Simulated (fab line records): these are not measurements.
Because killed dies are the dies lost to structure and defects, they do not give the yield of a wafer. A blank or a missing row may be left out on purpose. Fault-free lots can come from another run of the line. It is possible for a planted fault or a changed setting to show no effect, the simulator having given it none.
fab line records	flow sky130
[record] lots = 6	wafers = 18	lastDay = 50
route steps=708 shown VIA1@475 METAL2@483 PAD_OPEN@708
lots with no fault: from the same line, run without faults
startH: hours from the record's first day to the start of the lot's first wafer shown	waitH: hours from the lot's prior step to this one	" unchanged from the row above	L1.1+2: one row covering several wafers at once	- either no value or no given start	* or withheld: withheld	< > ~ a bound
route shown NAME@n: a module of which the file shows steps, and the number in the route of the first	usual: mean/standard deviation taken from wafers without a fault	same: alike in all rows	chamber/n: place in a boat	sites: the reading at each site	_std_site: standard deviation of those values	_edge_site: mean of outer sites minus mean of inner sites	radiusMm: how far each site lies from the wafer's centre	mask NAME#n: copy n	behind: the last tool/chamber to shape the wafer	hold: the reason the lot was held/the length of the hold in hours/how it ended	device: the transistor (n, p or np) that didn't switch	end of line: the same wafers' tests at the end of the route	a step without rows: its recipe alone	killed: dies lost to structure and defects at the first sort, not the wafer's yield	map: a wafer's dies, x killed, . not, _ none there
set.NAME: the run value of the setting; set.NAME@STEP: its run value at that earlier step	model.NAME: the simulator's own value behind a step, which no gauge read
a table for each step, a row for each wafer; lots at some steps of the route
services: from which hour (startH, from the record's first day; less than 0 if before it) a tool's chamber was out of use, for how many hours, and why
[[steps]]
[step SKY_VIA1_STRIP_17]
[recipe] chemistry = postEtchResidueRemover	timeS = 1200	tempC = 72.5
[step SKY_VIA1_CLEAN_18]
[recipe] chemistry = IPA	timeS = 180	tempC = 25
[step SKY_VIA1_CLEAN_19]
[recipe] chemistry = O3/DIW	dry = n2Spin
[step SKY_VIA1_SPUTTER_20]
[recipe] material = TiN	targetThkNm = 20	chamberPressurePa = 5	powerW = 4000	timeS = 80
[usual] cathodeDcPowerW = 4000.0/0.73	chamberPressurePa = 5.001/0.0096	throttleValvePct = 30.1/0.73
lot.wafer	tool	chamber	startH	waitH	cathodeDcPowerW	chamberPressurePa	throttleValvePct
L979.1	pvdSputter-02	-	851.23	0.0	3998.4	4.985	31.5
L979.2	"	-	"	"	3999.0	4.988	30.3
L979.5	"	-	"	"	4000.9	4.979	31.7
L982.2	pvdSputter-02	-	854.78	0.0	3999.0	5.001	29.7
L982.3	"	-	"	"	3999.3	5.000	30.6
L982.5	"	-	"	"	3999.5	4.996	30.6
L981.3	pvdSputter-04	-	856.35	0.0	3999.4	4.998	29.6
L981.4	"	-	"	"	3999.0	5.002	30.5
L981.5	"	-	"	"	3999.8	5.020	30.0
L983.1	pvdSputter-01	-	860.74	0.0	4000.0	4.993	30.4
L983.4	"	-	"	"	4000.9	5.002	30.0
L983.6	"	-	"	"	3998.6	4.993	30.9
L992.1	pvdSputter-01	-	919.71	0.0	3999.4	4.999	29.4
L992.2	"	-	"	"	4000.4	4.985	28.4
L992.6	"	-	"	"	3999.3	4.993	31.0
L994.1	pvdSputter-02	-	945.83	0.0	4000.3	5.003	30.2
L994.3	"	-	"	"	4000.8	5.005	31.7
L994.6	"	-	"	"	3999.7	4.993	30.3
[step SKY_VIA1_CVD_21]
[recipe] material = W	targetThkNm = 270	timeS = 80.902	tempC = 400	pressureTorr = 40
[usual] heaterPowerW = 877/92
lot.wafer	tool	chamber	startH	waitH	heaterPowerW
L979.1	cvdW-02	1	851.29	0.0	783
L979.2	"	0	"	"	1057
L979.5	"	1	"	"	784
L982.2	cvdW-02	1	854.84	0.0	769
L982.3	"	1	"	"	785
L982.5	"	1	"	"	796
L981.3	cvdW-01	0	856.45	0.1	868
L981.4	"	1	"	"	804
L981.5	"	0	"	"	884
L983.1	cvdW-01	1	860.80	0.0	835
L983.4	"	1	"	"	850
L983.6	"	1	"	"	850
L992.1	cvdW-02	1	919.77	0.0	776
L992.2	"	0	"	"	1038
L992.6	"	1	"	"	784
L994.1	cvdW-01	0	945.89	0.0	846
L994.3	"	0	"	"	819
L994.6	"	0	"	"	818
[step SKY_VIA1_RS_MEAS_22]
[recipe] thkMeasGauge = four-point-probe	reads = W_of_VIA1_CVD_21+TiN_of_VIA1_SPUTTER_20
[usual] VIA1_W_RS = 0.423/0.0053
lot.wafer	tool	chamber	startH	waitH	VIA1_W_RS[ohm/sq]
L979.1	filmMetro-01	-	851.38	0.1	0.427
L979.2	"	-	"	"	0.427
L979.5	"	-	"	"	0.430
L982.2	filmMetro-02	-	854.95	0.1	0.426
L982.3	"	-	"	"	0.424
L982.5	"	-	"	"	0.428
L981.3	filmMetro-02	-	856.55	0.1	0.425
L981.4	"	-	"	"	0.429
L981.5	"	-	"	"	0.420
L983.1	filmMetro-03	-	860.89	0.1	0.422
L983.4	"	-	"	"	0.423
L983.6	"	-	"	"	0.427
L992.1	filmMetro-01	-	919.86	0.1	0.438
L992.2	"	-	"	"	0.439
L992.6	"	-	"	"	0.432
L994.1	filmMetro-01	-	945.98	0.1	0.419
L994.3	"	-	"	"	0.423
L994.6	"	-	"	"	0.414
[step SKY_VIA1_THK_MEAS_23]
[recipe] thkMeasGauge = xrf	reads = W_of_VIA1_CVD_21
[usual] VIA1_W_THK = 269/3.8
lot.wafer	tool	chamber	startH	waitH	VIA1_W_THK[nm]
L979.1	filmMetro-01	-	851.50	0.1	267
L979.2	"	-	"	"	265
L979.5	"	-	"	"	264
L982.2	filmMetro-02	-	855.06	0.1	269
L982.3	"	-	"	"	269
L982.5	"	-	"	"	267
L981.3	filmMetro-02	-	856.65	0.1	269
L981.4	"	-	"	"	265
L981.5	"	-	"	"	269
L983.1	filmMetro-03	-	861.01	0.1	267
L983.4	"	-	"	"	267
L983.6	"	-	"	"	263
L992.1	filmMetro-01	-	919.98	0.1	263
L992.2	"	-	"	"	263
L992.6	"	-	"	"	267
L994.1	filmMetro-01	-	946.10	0.1	274
L994.3	"	-	"	"	270
L994.6	"	-	"	"	277
[step SKY_VIA1_CMP_24]
[recipe] stopOn = SiO2	tOverpolishS = 15	downForcePsi = 3.5	platenRpm = 60	targetThkNm = 0	padVelocityMS = 0.94248
[step SKY_METAL2_SPUTTER_00]
[recipe] material = Ti	targetThkNm = 15	powerW = 3000	timeS = 10	chamberPressurePa = 0.4
[usual] cathodeDcPowerW = 3000.0/0.52	chamberPressurePa = 0.3999/0.00075	throttleValvePct = 29.7/0.95
lot.wafer	tool	chamber	startH	waitH	cathodeDcPowerW	chamberPressurePa	throttleValvePct
L979.1	pvdSputter-03	-	851.88	0.2	2999.8	0.3999	28.9
L979.2	"	-	"	"	3000.2	0.3984	30.3
L979.5	"	-	"	"	3000.1	0.4004	28.2
L982.2	pvdSputter-02	-	855.41	0.1	2999.6	0.4014	30.5
L982.3	"	-	"	"	3000.3	0.3986	30.6
L982.5	"	-	"	"	3001.1	0.3994	31.7
L981.3	pvdSputter-03	-	856.99	0.1	3000.0	0.3997	28.8
L981.4	"	-	"	"	2999.8	0.3996	29.5
L981.5	"	-	"	"	3000.0	0.3989	29.0
L983.1	pvdSputter-03	-	861.37	0.1	3000.0	0.4000	30.2
L983.4	"	-	"	"	3000.4	0.3998	28.2
L983.6	"	-	"	"	2999.8	0.3996	28.2
L992.1	pvdSputter-03	-	920.34	0.2	3000.1	0.4001	29.2
L992.2	"	-	"	"	2999.6	0.4021	30.3
L992.6	"	-	"	"	3000.3	0.3997	29.2
L994.1	pvdSputter-01	-	946.46	0.1	3000.7	0.4004	30.6
L994.3	"	-	"	"	3001.0	0.3991	28.4
L994.6	"	-	"	"	3000.2	0.4000	28.4
[step SKY_METAL2_SPUTTER_01]
[recipe] material = TiN	targetThkNm = 20	powerW = 6500	timeS = 16.7	chamberPressurePa = 0.4
[step SKY_METAL2_SPUTTER_02]
[recipe] material = AlCu	targetThkNm = 250	powerW = 10600	timeS = 12.9	chamberPressurePa = 0.4
[usual] cathodeDcPowerW = 10600/2	chamberPressurePa = 0.4000/0.00079	throttleValvePct = 29.7/0.97
lot.wafer	tool	chamber	startH	waitH	cathodeDcPowerW	chamberPressurePa	throttleValvePct
L979.1	pvdSputter-03	-	851.93	0.0	10602	0.4001	28.9
L979.2	"	-	"	"	10601	0.3998	30.2
L979.5	"	-	"	"	10601	0.4002	28.2
L982.2	pvdSputter-02	-	855.46	0.0	10603	0.4006	30.3
L982.3	"	-	"	"	10603	0.4015	30.6
L982.5	"	-	"	"	10602	0.4016	31.6
L981.3	pvdSputter-03	-	857.04	0.0	10601	0.4010	28.9
L981.4	"	-	"	"	10600	0.4013	29.3
L981.5	"	-	"	"	10600	0.4005	29.1
L983.1	pvdSputter-03	-	861.42	0.0	10601	0.3989	30.0
L983.4	"	-	"	"	10596	0.3993	28.4
L983.6	"	-	"	"	10603	0.3986	28.1
L992.1	pvdSputter-03	-	920.39	0.0	10597	0.3999	29.4
L992.2	"	-	"	"	10601	0.3990	29.9
L992.6	"	-	"	"	10599	0.3995	29.3
L994.1	pvdSputter-01	-	946.51	0.0	10602	0.3999	30.7
L994.3	"	-	"	"	10600	0.3995	28.5
L994.6	"	-	"	"	10603	0.3997	28.5
[step SKY_METAL2_SPUTTER_03]
[recipe] material = Ti	targetThkNm = 5	powerW = 3000	timeS = 3.3	chamberPressurePa = 0.4
[usual] cathodeDcPowerW = 3000.0/0.49	chamberPressurePa = 0.4000/0.00074	throttleValvePct = 29.7/0.93
lot.wafer	tool	chamber	startH	waitH	cathodeDcPowerW	chamberPressurePa	throttleValvePct
L979.1	pvdSputter-03	-	851.95	0.0	2999.6	0.3994	28.8
L979.2	"	-	"	"	2999.8	0.4007	30.1
L979.5	"	-	"	"	2999.9	0.3997	28.4
L982.2	pvdSputter-02	-	855.48	0.0	2999.9	0.4002	30.2
L982.3	"	-	"	"	2999.9	0.4009	30.8
L982.5	"	-	"	"	3000.0	0.3998	31.1
L981.3	pvdSputter-03	-	857.06	0.0	2999.1	0.4002	28.9
L981.4	"	-	"	"	3000.0	0.4006	29.3
L981.5	"	-	"	"	3000.3	0.4010	29.2
L983.1	pvdSputter-03	-	861.44	0.0	2999.8	0.3995	29.9
L983.4	"	-	"	"	2999.6	0.3991	28.5
L983.6	"	-	"	"	2999.2	0.3995	28.4
L992.1	pvdSputter-03	-	920.42	0.0	2999.6	0.4000	29.5
L992.2	"	-	"	"	3000.0	0.4009	30.2
L992.6	"	-	"	"	3000.4	0.4002	29.3
L994.1	pvdSputter-01	-	946.53	0.0	2999.8	0.3997	30.8
L994.3	"	-	"	"	3000.2	0.3995	28.7
L994.6	"	-	"	"	2999.8	0.4006	28.5
[step SKY_METAL2_SPUTTER_04]
[recipe] material = TiN	targetThkNm = 70	powerW = 6500	timeS = 58.3	chamberPressurePa = 0.4
[usual] cathodeDcPowerW = 6500.1/1.1	chamberPressurePa = 0.4000/0.0008	throttleValvePct = 29.7/0.94
lot.wafer	tool	chamber	startH	waitH	cathodeDcPowerW	chamberPressurePa	throttleValvePct
L979.1	pvdSputter-03	-	851.97	0.0	6499.7	0.3995	28.9
L979.2	"	-	"	"	6501.1	0.3998	30.1
L979.5	"	-	"	"	6500.3	0.4007	28.4
L982.2	pvdSputter-02	-	855.50	0.0	-	-	-
L982.3	"	-	"	"	-	-	-
L982.5	"	-	"	"	-	-	-
L981.3	pvdSputter-03	-	857.08	0.0	-	-	-
L981.4	"	-	"	"	-	-	-
L981.5	"	-	"	"	-	-	-
L983.1	pvdSputter-03	-	861.46	0.0	6499.8	0.4014	30.0
L983.4	"	-	"	"	6500.6	0.3988	28.3
L983.6	"	-	"	"	6500.6	0.3997	28.3
L992.1	pvdSputter-03	-	920.43	0.0	6498.8	0.3995	29.0
L992.2	"	-	"	"	6501.2	0.4003	30.2
L992.6	"	-	"	"	6500.3	0.4002	29.6
L994.1	pvdSputter-01	-	946.55	0.0	6500.2	0.4000	30.6
L994.3	"	-	"	"	6501.4	0.3987	28.5
L994.6	"	-	"	"	6501.9	0.3995	28.2
[step SKY_METAL2_RS_MEAS_05]
[recipe] thkMeasGauge = four-point-probe	reads = TiN_of_METAL2_SPUTTER_04+Ti_of_METAL2_SPUTTER_03+AlCu_of_METAL2_SPUTTER_02+TiN_of_METAL2_SPUTTER_01+Ti_of_METAL2_SPUTTER_00
[usual] METAL2_ALCU_RS = 0.1301/0.0013
lot.wafer	tool	chamber	startH	waitH	METAL2_ALCU_RS[ohm/sq]
L979.1	filmMetro-04	-	852.02	0.0	0.1279
L979.2	"	-	"	"	0.1296
L979.5	"	-	"	"	0.1300
L982.2	filmMetro-02	-	855.57	0.0	0.1329
L982.3	"	-	"	"	0.1317
L982.5	"	-	"	"	0.1318
L981.3	filmMetro-02	-	857.17	0.1	0.1293
L981.4	"	-	"	"	0.1301
L981.5	"	-	"	"	0.1297
L983.1	filmMetro-01	-	861.51	0.0	0.1315
L983.4	"	-	"	"	0.1304
L983.6	"	-	"	"	0.1298
L992.1	filmMetro-04	-	920.48	0.0	0.1284
L992.2	"	-	"	"	0.1285
L992.6	"	-	"	"	0.1290
L994.1	filmMetro-02	-	946.60	0.0	0.1306
L994.3	"	-	"	"	0.1320
L994.6	"	-	"	"	0.1319
[step SKY_METAL2_THK_MEAS_06]
[recipe] thkMeasGauge = xrf	reads = AlCu_of_METAL2_SPUTTER_02
[usual] METAL2_ALCU_THK = 243/3.6
lot.wafer	tool	chamber	startH	waitH	METAL2_ALCU_THK[nm]
L979.1	filmMetro-04	-	852.14	0.1	248
L979.2	"	-	"	"	245
L979.5	"	-	"	"	244
L982.2	filmMetro-02	-	855.68	0.1	274
L982.3	"	-	"	"	279
L982.5	"	-	"	"	275
L981.3	filmMetro-02	-	857.27	0.1	283
L981.4	"	-	"	"	281
L981.5	"	-	"	"	280
L983.1	filmMetro-01	-	861.63	0.1	238
L983.4	"	-	"	"	240
L983.6	"	-	"	"	242
L992.1	filmMetro-04	-	920.60	0.1	248
L992.2	"	-	"	"	248
L992.6	"	-	"	"	246
L994.1	filmMetro-02	-	946.72	0.1	239
L994.3	"	-	"	"	239
L994.6	"	-	"	"	239
[step SKY_METAL2_DEHYDRATE_07]
[recipe] tempC = 200	timeS = 60
[step SKY_PAD_OPEN_PROBE_99]
[usual] defectLimitedYield = 82.3/2.1	killed_at_M0_to_M3 = 43/7.4	killed_at_M4_up = 3.1/1.8	killedAtContacts = 26/5.6	killedAtFrontEnd = 15/4.9	killedAtOther = 0.2/0.44	killedDies = 87/10	killedOpen = 48/7.6	killedShort = 39/6.2	sort_bin_3_pad_short = 0.9/0.43	sort_bin_5_function = 10.5/1.5	sort_bin_6_memory = 6.3/1.2	sortNPass = 405/10	sortYieldPct = 82.3/2.1
[same] grossDies = 492	killedAtBackSide = 0	sort_bin_4_leakage[%] = 0	sort_bin_8_speed[%] = 0
lot.wafer	tool	chamber	startH	waitH	defectLimitedYield[%]	killed_at_M0_to_M3	killed_at_M4_up	killedAtContacts	killedAtFrontEnd	killedAtOther	killedDies	killedOpen	killedShort	sort_bin_3_pad_short[%]	sort_bin_5_function[%]	sort_bin_6_memory[%]	sortNPass	sortYieldPct[%]	model.etest.via2Chain.rcOhm
L979.1	prober-02	-	1121.06	0.1	82.1	44	2	28	14	0	88	47	39	1.2	10.8	5.9	404	82.1	9.82
L979.2	prober-02	-	1121.11	0.1	84.6	42	2	21	11	0	76	33	43	0.6	10.4	4.5	416	84.6	10.15
L979.5	prober-02	-	1121.26	0.2	82.9	46	1	27	10	0	84	45	39	0.8	8.7	7.5	408	82.9	9.846
L982.2	prober-02	-	1122.61	0.1	80.9	50	4	22	17	1	94	56	37	0.6	12.0	6.5	398	80.9	16.02
L982.3	prober-02	-	1122.66	0.2	84.3	35	5	22	14	1	77	39	37	0.8	9.1	5.7	415	84.3	15.58
L982.5	prober-02	-	1122.76	0.2	82.7	34	5	28	18	0	85	49	36	0.2	10.6	6.5	407	82.7	15.39
L981.3	prober-02	-	1123.58	0.2	81.7	47	5	25	11	2	90	44	45	0.8	11.2	6.3	402	81.7	15.68
L981.4	prober-02	-	1123.63	0.2	80.5	44	4	28	20	0	96	58	38	2.0	10.6	6.9	396	80.5	15.07
L981.5	prober-02	-	1123.68	0.2	85.8	35	2	25	7	1	70	39	30	0.6	8.9	4.7	422	85.8	15.56
L983.1	prober-02	-	1128.91	0.1	84.8	36	4	19	16	0	75	47	28	1.0	7.3	6.9	417	84.8	9.644
L983.4	prober-02	-	1129.06	0.2	81.5	46	6	22	17	0	91	56	34	0.8	10.2	7.5	401	81.5	9.676
L983.6	prober-02	-	1129.16	0.2	78.0	55	5	30	18	0	108	52	55	1.8	12.8	7.3	384	78.0	9.883
L992.1	prober-02	-	1169.16	0.1	80.7	45	3	33	14	0	95	59	36	0.2	11.4	7.7	397	80.7	9.257
L992.2	prober-02	-	1169.21	0.1	80.7	55	2	21	17	0	95	50	45	0.4	12.2	6.7	397	80.7	9.86
L992.6	prober-02	-	1169.41	0.2	80.3	50	4	20	23	0	97	53	44	1.2	11.0	7.5	395	80.3	9.76
L994.1	prober-02	-	1188.38	0.1	81.1	47	5	28	13	0	93	54	39	0.4	11.8	6.7	399	81.1	10.28
L994.3	prober-02	-	1188.48	0.2	80.5	51	7	29	8	1	96	55	41	1.2	12.2	6.1	396	80.5	9.425
L994.6	prober-02	-	1188.63	0.2	88.2	29	1	18	10	0	58	33	25	0.6	6.1	5.1	434	88.2	10.07
// killed by level:class
L979.1 CONTACT:geometricParticle:open=14 VIA1:geometricParticle:open=9 CONTACT:geometricParticle:short=8 VIA2:geometricParticle:open=7 METAL2:geometricParticle:short=6 FIELD_ISO:geometricParticle:short=5 VIA1:geometricParticle:short=5 METAL1:geometricParticle:short=4
L979.2 VIA1:geometricParticle:open=8 LI_CONTACT:geometricParticle:open=7 METAL1:geometricParticle:short=6 LOCAL_INTERCONNECT:geometricParticle:short=5 METAL3:geometricParticle:short=5 VIA1:geometricParticle:short=4 VIA2:geometricParticle:open=4 FIELD_ISO:geometricParticle:short=3
L979.5 CONTACT:geometricParticle:open=11 VIA1:geometricParticle:open=10 LI_CONTACT:geometricParticle:open=7 VIA3:geometricParticle:open=6 METAL1:geometricParticle:short=6 METAL2:geometricParticle:short=6 LOCAL_INTERCONNECT:geometricParticle:short=5 CONTACT:geometricParticle:short=4
L982.2 VIA1:geometricParticle:open=16 VIA2:geometricParticle:open=9 POLY_GATE:geometricParticle:short=8 VIA3:geometricParticle:open=8 LI_CONTACT:geometricParticle:open=6 CONTACT:geometricParticle:open=5 METAL2:geometricParticle:short=5 FIELD_ISO:geometricParticle:open=4
L982.3 FIELD_ISO:geometricParticle:open=8 LOCAL_INTERCONNECT:geometricParticle:short=8 VIA1:geometricParticle:open=8 METAL1:geometricParticle:short=6 VIA2:geometricParticle:open=4 CONTACT:geometricParticle:open=4 METAL3:geometricParticle:short=4 FIELD_ISO:geometricParticle:short=3
L982.5 VIA1:geometricParticle:open=9 LI_CONTACT:geometricParticle:open=8 CONTACT:geometricParticle:open=8 VIA2:geometricParticle:open=7 FIELD_ISO:geometricParticle:open=6 FIELD_ISO:geometricParticle:short=6 METAL4:geometricParticle:short=5 LOCAL_INTERCONNECT:geometricParticle:short=4
L981.3 METAL1:geometricParticle:short=10 LI_CONTACT:geometricParticle:open=8 VIA1:geometricParticle:open=8 VIA2:geometricParticle:open=7 METAL2:geometricParticle:short=5 CONTACT:geometricParticle:open=5 CONTACT:geometricParticle:short=5 LI_CONTACT:geometricParticle:short=4
L981.4 CONTACT:geometricParticle:open=16 VIA2:geometricParticle:open=10 VIA1:geometricParticle:open=9 LI_CONTACT:geometricParticle:open=6 METAL1:geometricParticle:short=6 FIELD_ISO:geometricParticle:short=5 FIELD_ISO:geometricParticle:open=4 POLY_GATE:geometricParticle:open=4
L981.5 CONTACT:geometricParticle:open=14 VIA2:geometricParticle:open=7 METAL2:geometricParticle:short=6 VIA1:geometricParticle:open=4 VIA2:geometricParticle:short=4 FIELD_ISO:geometricParticle:open=3 LI_CONTACT:geometricParticle:open=3 LI_CONTACT:geometricParticle:short=3
L983.1 VIA1:geometricParticle:open=10 CONTACT:geometricParticle:open=8 VIA2:geometricParticle:open=7 METAL1:geometricParticle:short=6 FIELD_ISO:geometricParticle:open=5 LI_CONTACT:geometricParticle:open=5 VIA3:geometricParticle:open=4 FIELD_ISO:geometricParticle:short=3
L983.4 VIA1:geometricParticle:open=16 CONTACT:geometricParticle:open=12 POLY_GATE:geometricParticle:short=9 VIA3:geometricParticle:open=7 POLY_GATE:geometricParticle:open=4 LI_CONTACT:geometricParticle:open=4 METAL1:geometricParticle:short=4 VIA1:geometricParticle:short=4
L983.6 CONTACT:geometricParticle:open=11 VIA1:geometricParticle:open=10 METAL2:geometricParticle:short=7 VIA2:geometricParticle:open=7 CONTACT:geometricParticle:short=6 LI_CONTACT:geometricParticle:open=6 VIA2:geometricParticle:short=6 FIELD_ISO:geometricParticle:open=5
L992.1 CONTACT:geometricParticle:open=15 VIA2:geometricParticle:open=10 VIA1:geometricParticle:open=8 VIA3:geometricParticle:open=7 LI_CONTACT:geometricParticle:open=6 CONTACT:geometricParticle:short=5 VIA2:geometricParticle:short=5 LOCAL_INTERCONNECT:geometricParticle:short=4
L992.2 VIA1:geometricParticle:open=18 METAL2:geometricParticle:short=8 CONTACT:geometricParticle:short=7 METAL1:geometricParticle:short=7 VIA1:geometricParticle:short=7 CONTACT:geometricParticle:open=6 FIELD_ISO:geometricParticle:short=4 POLY_GATE:geometricParticle:open=4
L992.6 VIA1:geometricParticle:open=15 FIELD_ISO:geometricParticle:open=9 METAL1:geometricParticle:short=7 SPACER:geometricParticle:short=6 CONTACT:geometricParticle:open=6 VIA3:geometricParticle:open=6 LI_CONTACT:geometricParticle:open=5 CONTACT:geometricParticle:short=5
L994.1 LI_CONTACT:geometricParticle:open=11 VIA1:geometricParticle:open=10 CONTACT:geometricParticle:open=9 METAL1:geometricParticle:short=8 VIA2:geometricParticle:open=7 METAL2:geometricParticle:short=6 POLY_GATE:geometricParticle:open=5 METAL4:geometricParticle:short=4
L994.3 VIA1:geometricParticle:open=11 LI_CONTACT:geometricParticle:open=9 VIA2:geometricParticle:open=8 METAL1:geometricParticle:short=7 CONTACT:geometricParticle:open=6 VIA3:geometricParticle:open=5 METAL4:geometricParticle:short=5 LOCAL_INTERCONNECT:geometricParticle:short=5
L994.6 CONTACT:geometricParticle:open=8 VIA1:geometricParticle:open=6 VIA2:geometricParticle:open=6 LI_CONTACT:geometricParticle:open=5 POLY_GATE:geometricParticle:short=4 VIA1:geometricParticle:short=4 VIA3:geometricParticle:open=4 METAL1:geometricParticle:short=3
[[services]]
tool	chamber	startH	hours	kind
pvdSputter-01	3	832.59	-	consumableReplace:kit
pvdSputter-01	3	832.59	18.0	scheduledDown
pvdSputter-01	3	832.59	18.0	ventCycle
cvdW-01	1	845.77	10.6	repair
cvdW-02	-	847.07	0.7	repair
pvdSputter-01	-	847.18	9.9	repair
pvdSputter-02	-	882.23	5.3	repair
pvdSputter-02	0	897.72	-	consumableReplace:kit
pvdSputter-02	0	897.72	18.0	scheduledDown
pvdSputter-02	0	897.72	18.0	ventCycle
cvdW-01	-	904.00	14.0	pm
cvdW-01	0	904.00	14.0	ventCycle
cvdW-01	1	904.00	14.0	ventCycle
pvdSputter-01	-	908.48	6.3	repair
cvdW-01	0	918.00	-	clean
cvdW-01	1	918.00	-	clean
pvdSputter-01	-	928.45	2.9	repair
pvdSputter-01	-	935.12	4.5	repair
[[key]]
[firstSign] step = SKY_METAL2_SPUTTER_04	reading = toolRecord	direction = missing
[effect] step = SKY_METAL2_THK_MEAS_06	reading = METAL2_ALCU_THK	direction = up	sigmas = 9.9	usual = 243	struck = 279
[modelEffect] step = SKY_PAD_OPEN_PROBE_99	value = etest.via2Chain.rcOhm	without = 9.809	struck = 15.55
metAt SKY_METAL2_SPUTTER_04
struckWafers L981.3,L981.4,L981.5,L982.2,L982.3,L982.5
onsetBetween 851.97 855.50
[fault] kind = skippedStepWhole	tool = pvdSputter-02,pvdSputter-03	chamber = -	onsetH = 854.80	steps = SKY_METAL2_SPUTTER_04	scope = struckLotsOnly
